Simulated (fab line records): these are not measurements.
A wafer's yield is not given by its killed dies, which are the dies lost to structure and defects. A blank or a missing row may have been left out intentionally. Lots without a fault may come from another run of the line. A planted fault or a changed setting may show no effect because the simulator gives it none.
Which tool is to blame?    flow gf180mcu    39 wafers from 13 lots sampled at 5 of the route's 602 steps

WHAT EACH GAUGE READ, for each wafer
GF_MIM_THK_MEAS_11: measures by xrf. Usual: MIM_ALCU_THK 200.0 nm, standard deviation 1.9.
lot   measured      on            MIM_ALCU_THK (nm)  flag
L645  day 24 14:13  filmMetro-02  202.4 202.0 202.9  
L646  day 24 23:40  filmMetro-04  201.7 199.7 199.3  
L649  day 26 04:16  filmMetro-03  200.7 200.2 201.1  
L650  day 26 07:13  filmMetro-03  203.1 201.3 202.4  
L658  day 28 16:47  filmMetro-03  200.8 200.3 201.0  
L660  day 29 10:45  filmMetro-02  198.8 199.3 198.9  
L661  day 29 23:05  filmMetro-02  199.2 199.0 199.8  
L662  day 30 09:34  filmMetro-03  198.5 198.6 197.2  
L663  day 30 23:14  filmMetro-03  200.8 200.9 199.0  
L665  day 31 01:26  filmMetro-02  199.5 198.6 200.1  
L664  day 31 02:23  filmMetro-03  202.4 201.8 201.3  
L666  day 31 03:16  filmMetro-02  199.2 199.2 197.7  
L667  day 31 17:20  filmMetro-02  196.9 197.5 197.2  

GF_V5_THK_MEAS_01. Usual: V5_CVD_00_THK 297.6 nm, standard deviation 2.9.
lot   measured      on            V5_CVD_00_THK (nm)                   flag
L645  day 26 10:56  filmMetro-04  298.8 301.9 296.5                    
L646  day 26 20:14  filmMetro-04  590.4 601.5 604.2 590.7 601.5 603.6  OFF
L649  day 27 23:01  filmMetro-03  293.7 295.1 294.8                    
L650  day 28 02:07  filmMetro-03  584.6 592.3 587.3 584.4 592.4 587.1  OFF
L658  day 30 07:19  filmMetro-04  299.9 298.3 300.4                    
L660  day 31 00:53  filmMetro-03  298.8 298.0 293.5                    
L661  day 31 12:47  filmMetro-03  295.5 293.3 295.6                    
L662  day 31 21:52  filmMetro-01  295.5 294.5 295.9                    
L663  day 32 10:24  filmMetro-01  304.1 298.5 300.6                    
L665  day 32 10:58  filmMetro-03  297.0 298.0 299.8                    
L664  day 32 12:50  filmMetro-01  296.1 298.3 300.0                    
L666  day 32 13:41  filmMetro-04  306.0 304.2 300.5                    
L667  day 33 03:33  filmMetro-03  299.1 300.6 298.6                    

TOOL THAT RAN EACH LOT (tool first, then ch and the chambers of the sampled wafers, then the start)
lot   GF_M4_SPUTTER_01             GF_M5_ETCH_09                      GF_V5_CVD_00
L645  pvdSputter-02, day 22 13:25  rieDiel-03 ch 0,1,3, day 26 09:50  hdpcvd-02 ch 0,1,2, day 26 10:52
L646  pvdSputter-04, day 22 22:46  rieDiel-03 ch 0,1,3, day 26 18:56  hdpcvd-01 ch 0,1,2, day 26 19:58
L649  pvdSputter-04, day 24 04:30  rieDiel-01 ch 1,2,3, day 27 22:08  hdpcvd-02 ch 0,2, day 27 22:57
L650  pvdSputter-01, day 24 07:50  rieDiel-02 ch 0,1, day 28 00:49    hdpcvd-02 ch 1,2, day 28 01:51
L658  pvdSputter-01, day 26 19:54  rieDiel-03 ch 0,1,2, day 30 06:32  hdpcvd-02 ch 0,1,2, day 30 07:16
L660  pvdSputter-01, day 27 15:16  rieDiel-01 ch 0,2, day 31 00:08    hdpcvd-02 ch 0,1, day 31 00:50
L661  pvdSputter-02, day 28 04:19  rieDiel-01 ch 0,2, day 31 12:02    hdpcvd-02 ch 1,2, day 31 12:44
L662  pvdSputter-01, day 28 16:40  rieDiel-01 ch 1,2,3, day 31 21:08  hdpcvd-02 ch 1,2, day 31 21:50
L663  pvdSputter-02, day 29 05:42  rieDiel-02 ch 0,1, day 32 09:32    hdpcvd-01 ch 0,1, day 32 10:22
L665  pvdSputter-04, day 29 08:41  rieDiel-01 ch 0,3, day 32 10:11    hdpcvd-02 ch 0,1,2, day 32 10:55
L664  pvdSputter-02, day 29 09:08  rieDiel-01 ch 1,2,3, day 32 12:04  hdpcvd-02 ch 0,1,2, day 32 12:47
L666  pvdSputter-04, day 29 11:20  rieDiel-03 ch 2,3, day 32 12:56    hdpcvd-01 ch 0,2, day 32 13:38
L667  pvdSputter-01, day 30 00:53  rieDiel-02 ch 1,3, day 33 02:49    hdpcvd-01 ch 0,1, day 33 03:30
- GF_M4_SPUTTER_01: material TiN, target thk 30 nm, time 25 s.
- GF_M5_ETCH_09: etches Si3N4 in CF4/O2, target depth 52 nm, time 11.6 s.
- GF_V5_CVD_00: deposits SiO2, target thk 300 nm, time 50 s.

WHAT THE TOOLS THEMSELVES READ (means of the sampled wafers that have a number; where no wafer has one, the mark that the record gives instead)
GF_M4_SPUTTER_01. Usual: 29.6 % for throttleValvePct, sd 0.79.
lot   tool           throttleValvePct (%)  flag
L645  pvdSputter-02  29.5                  
L646  pvdSputter-04  29.2                  
L649  pvdSputter-04  29.7                  
L650  pvdSputter-01  29.8                  
L658  pvdSputter-01  28.7                  
L660  pvdSputter-01  29.7                  
L661  pvdSputter-02  29.7                  
L662  pvdSputter-01  29.9                  
L663  pvdSputter-02  29.7                  
L665  pvdSputter-04  29.3                  
L664  pvdSputter-02  29.9                  
L666  pvdSputter-04  29.8                  
L667  pvdSputter-01  29.8                  

GF_M5_ETCH_09. Usual: drypumpMotorCurrentA 5.6 A, standard deviation 0.45; oesProductAu 1.004 a.u., standard deviation 0.0085; throttleValvePct 5.971 %, standard deviation 0.0091.
lot   tool        drypumpMotorCurrentA (A)  oesProductAu (a.u.)  throttleValvePct (%)  flag
L645  rieDiel-03  5.6                       1.004                5.965                 
L646  rieDiel-03  5.6                       1.012                5.972                 
L649  rieDiel-01  5.7                       1.003                5.976                 
L650  rieDiel-02  5.7                       1.007                5.963                 
L658  rieDiel-03  5.8                       1.010                5.976                 
L660  rieDiel-01  5.7                       1.000                5.972                 
L661  rieDiel-01  5.7                       1.008                5.973                 
L662  rieDiel-01  5.7                       1.012                5.979                 
L663  rieDiel-02  5.7                       1.007                5.978                 
L665  rieDiel-01  5.4                       1.002                5.963                 
L664  rieDiel-01  5.7                       1.005                5.976                 
L666  rieDiel-03  5.1                       0.991                5.970                 
L667  rieDiel-02  5.7                       1.001                5.971                 

GF_V5_CVD_00. Usual: 60.02 sccm for sih4FlowSccm, sd 0.2.
lot   tool       sih4FlowSccm (sccm)  flag
L645  hdpcvd-02  60.12                
L646  hdpcvd-01  60.01                
L649  hdpcvd-02  60.32                
L650  hdpcvd-02  60.01                
L658  hdpcvd-02  60.07                
L660  hdpcvd-02  59.94                
L661  hdpcvd-02  60.17                
L662  hdpcvd-02  59.93                
L663  hdpcvd-01  60.14                
L665  hdpcvd-02  60.26                
L664  hdpcvd-02  59.81                
L666  hdpcvd-01  60.18                
L667  hdpcvd-01  60.04                

THE ANSWER, worked out from the rows above alone
Rule: take the mean of a lot's wafers that have a number; if it is more than 3 standard deviations from the usual mean, the lot is off. A lot without any number at a reading at which 4 lots or more have one is off too. The other lots that the step has rows for count as sound. Order of review: gauges by route order, followed by the tools' own readings, for which a lot's mean as printed above is used. At the first step where some lot is off, the reading lying furthest off is the one used; lots without a number count as furthest.
Off: L646, L650, at GF_V5_THK_MEAS_01 (V5_CVD_00_THK).
A tool fits if, at a process step before that reading, it ran every lot that is off, and no sound lot after the first of them. Gauges at GF_V5_THK_MEAS_01: tried the same way as those tools. Of those tried, none fits.

WHAT WAS PUT IN BY THE SIMULATOR
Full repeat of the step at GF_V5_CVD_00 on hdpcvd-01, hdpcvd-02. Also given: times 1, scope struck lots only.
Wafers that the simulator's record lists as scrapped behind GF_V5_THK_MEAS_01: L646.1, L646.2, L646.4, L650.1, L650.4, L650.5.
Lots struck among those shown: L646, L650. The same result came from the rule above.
